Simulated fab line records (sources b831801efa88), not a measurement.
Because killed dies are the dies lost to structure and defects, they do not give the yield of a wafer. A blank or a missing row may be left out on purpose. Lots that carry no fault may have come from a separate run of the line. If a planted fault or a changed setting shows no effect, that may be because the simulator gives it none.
Which tool is to blame? + flow gf180mcu + 14 lots, 42 wafers sampled, at 5 steps of a route of 602

## WHAT THE GAUGES READ, wafer by wafer
GF_STI_THK_MEAS_24. Usual: STI_CVD_23_THK typically reads 654 nm, with standard deviation 6.4.
| lot  | measured    | on            | STI_CVD_23_THK (nm) | flag |
|------|-------------|---------------|---------------------|------|
| L664 | day 2 15:39 | film metro-03 | 655 650 657         |      |
| L665 | day 2 22:25 | film metro-03 | 650 657 650         |      |
| L666 | day 3 02:29 | film metro-01 | 651 653 657         |      |
| L667 | day 3 05:29 | film metro-02 | 645 641 647         |      |
| L668 | day 3 11:19 | film metro-02 | 655 660 649         |      |
| L670 | day 3 20:55 | film metro-01 | 646 657 653         |      |
| L672 | day 4 09:07 | film metro-01 | 650 645 657         |      |
| L673 | day 4 12:42 | film metro-03 | 651 649 652         |      |
| L674 | day 4 18:10 | film metro-03 | 648 655 650         |      |
| L680 | day 6 00:05 | film metro-02 | 651 653 647         |      |
| L681 | day 6 05:19 | film metro-01 | 656 642 642         |      |
| L682 | day 6 10:34 | film metro-02 | 649 642 644         |      |
| L683 | day 6 15:40 | film metro-03 | 662 660 661         |      |
| L684 | day 6 20:40 | film metro-01 | 661 667 654         |      |

GF_MVSD_OVL_MEAS_07. Usual: MVSD_OVL typically reads 0.8 nm, with standard deviation 1.3.
| lot  | measured    | on         | MVSD_OVL (nm)     | flag |
|------|-------------|------------|-------------------|------|
| L664 | day 5 02:14 | overlay-02 | -1.5 2.6 1.0      |      |
| L665 | day 5 08:41 | overlay-02 | 3.0 1.3 1.7       |      |
| L666 | day 5 12:11 | overlay-01 | 2.6 2.1 3.2       |      |
| L667 | day 5 15:41 | overlay-02 | 2.7 -0.9 1.2      |      |
| L668 | day 6 01:56 | overlay-01 | -0.3 0.0 1.5      |      |
| L670 | day 6 09:47 | overlay-02 | -0.3 -1.6 -0.6    |      |
| L672 | day 6 23:23 | overlay-02 | 1.3 0.5 1.8       |      |
| L673 | day 7 04:36 | overlay-02 | 1.8 2.8 1.0       |      |
| L674 | day 7 11:21 | overlay-01 | 1.9 2.6 1.6       |      |
| L680 | day 8 21:12 | overlay-02 | 239.4 241.3 240.1 | OFF  |
| L681 | day 9 01:53 | overlay-02 | 242.0 241.5 240.1 | OFF  |
| L682 | day 9 07:26 | overlay-02 | 0.0 0.0 2.9       |      |
| L683 | day 9 13:31 | overlay-02 | 1.4 1.7 0.9       |      |
| L684 | day 9 19:11 | overlay-01 | 0.7 -0.5 -0.2     |      |

GF_VT_IMPLANT_TW_MEAS_10. Usual: VT_IMPLANT_TW typically reads 559, with standard deviation 6.4.
| lot  | measured     | on            | VT_IMPLANT_TW | flag |
|------|--------------|---------------|---------------|------|
| L664 | day 6 08:44  | film metro-01 | 560 558 557   |      |
| L665 | day 6 15:25  | film metro-01 | 561 560 558   |      |
| L666 | day 6 19:08  | film metro-01 | 556 561 560   |      |
| L667 | day 6 22:28  | film metro-04 | 552 548 554   |      |
| L668 | day 7 11:08  | film metro-01 | 560 557 557   |      |
| L670 | day 7 18:38  | film metro-03 | 569 567 565   |      |
| L672 | day 8 09:52  | film metro-04 | 554 552 555   |      |
| L673 | day 8 14:17  | film metro-04 | 554 556 552   |      |
| L674 | day 8 21:19  | film metro-04 | 550 552 552   |      |
| L680 | day 10 09:03 | film metro-01 | 554 560 556   |      |
| L681 | day 10 14:08 | film metro-01 | 558 561 560   |      |
| L682 | day 10 20:01 | film metro-03 | 565 567 565   |      |
| L683 | day 11 02:40 | film metro-03 | 563 571 566   |      |
| L684 | day 11 08:25 | film metro-03 | 566 567 568   |      |

GF_PSD_OVL_MEAS_08. Usual: PSD_OVL typically reads -0.3 nm, with standard deviation 1.2.
| lot  | measured     | on         | PSD_OVL (nm)   | flag |
|------|--------------|------------|----------------|------|
| L664 | day 15 07:01 | overlay-02 | 1.0 1.0 0.6    |      |
| L665 | day 15 19:09 | overlay-02 | 0.0 -0.2 1.0   |      |
| L666 | day 16 00:17 | overlay-02 | 0.3 -0.5 0.5   |      |
| L667 | day 16 03:36 | overlay-02 | -0.2 -0.4 -3.0 |      |
| L668 | day 17 02:27 | overlay-01 | 0.4 -0.4 -2.4  |      |
| L670 | day 17 08:54 | overlay-01 | 0.6 1.1 -1.2   |      |
| L672 | day 18 11:33 | overlay-02 | -1.7 0.4 -0.9  |      |
| L673 | day 18 13:49 | overlay-01 | -0.1 -0.3 -1.3 |      |
| L674 | day 18 21:31 | overlay-02 | 0.6 0.4 1.0    |      |
| L680 | day 21 02:40 | overlay-01 | -0.2 -1.2 -2.1 |      |
| L681 | day 21 05:34 | overlay-01 | 1.2 -1.4 -0.6  |      |
| L682 | day 21 12:27 | overlay-01 | 1.7 -2.4 1.1   |      |
| L683 | day 21 19:40 | overlay-01 | 1.0 -0.4 -1.2  |      |
| L684 | day 22 03:41 | overlay-02 | -1.2 -2.4 -0.3 |      |

## TOOL THAT RAN EACH LOT (tool first, then ch and the chambers of the sampled wafers, then the start)
| lot  | GF_MVSD_EXPOSE_04                  |
|------|------------------------------------|
| L664 | iline stepper-02 ch 0, day 4 19:32 |
| L665 | iline stepper-01 ch 0, day 5 01:52 |
| L666 | iline stepper-02 ch 0, day 5 05:11 |
| L667 | iline stepper-02 ch 0, day 5 08:53 |
| L668 | iline stepper-01 ch 0, day 5 17:55 |
| L670 | iline stepper-01 ch 0, day 6 02:14 |
| L672 | iline stepper-01 ch 0, day 6 15:53 |
| L673 | iline stepper-02 ch 0, day 6 20:20 |
| L674 | iline stepper-02 ch 0, day 7 03:20 |
| L680 | iline stepper-02 ch 0, day 8 13:04 |
| L681 | iline stepper-02 ch 0, day 8 17:55 |
| L682 | iline stepper-01 ch 0, day 8 23:07 |
| L683 | iline stepper-01 ch 0, day 9 04:09 |
| L684 | iline stepper-01 ch 0, day 9 10:17 |
- GF_MVSD_EXPOSE_04: exposes mask MVSD, target cd 1000 nm.

## AS READ BY THE TOOLS THEMSELVES (means over the sampled wafers that have a number; for cases with no such wafer, the mark the record gives instead)
The record holds no such reading with a usual standard deviation.

## THE ANSWER, worked out from the rows above alone
Rule: a lot is off if the mean of its wafers that have a number lies more than 3 standard deviations from the usual mean. Also off: a lot with no number at a reading for which 4 or more lots have one. Any other lot the step has rows for is counted as sound. Order of review: gauges by route order, followed by the tools' own readings, for which a lot's mean as printed above is used. The first step at which some lot is off is used, and at that step the reading that is off furthest; a lot without a number counts as furthest.
Off: at GF_MVSD_OVL_MEAS_07 (MVSD_OVL), L680, L681.
If a tool, at a process step before that reading, ran all the lots that are off and no sound lot after the first of them, it fits. Those tools and the gauges at GF_MVSD_OVL_MEAS_07 are tried in the same way. One candidate fits, namely iline stepper-02 at GF_MVSD_EXPOSE_04. A fault onset in the window from L674 (day 7 03:20, its last sound lot) to L680 (day 8 13:04, its first lot off) fits.

## WHAT THE SIMULATOR HAD INSERTED
Scanner matching overlay: iline stepper-02, from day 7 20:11 on, at GF_MVSD_EXPOSE_04. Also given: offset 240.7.
Struck lots among those shown: L680, L681. This agrees with what the rule above found.
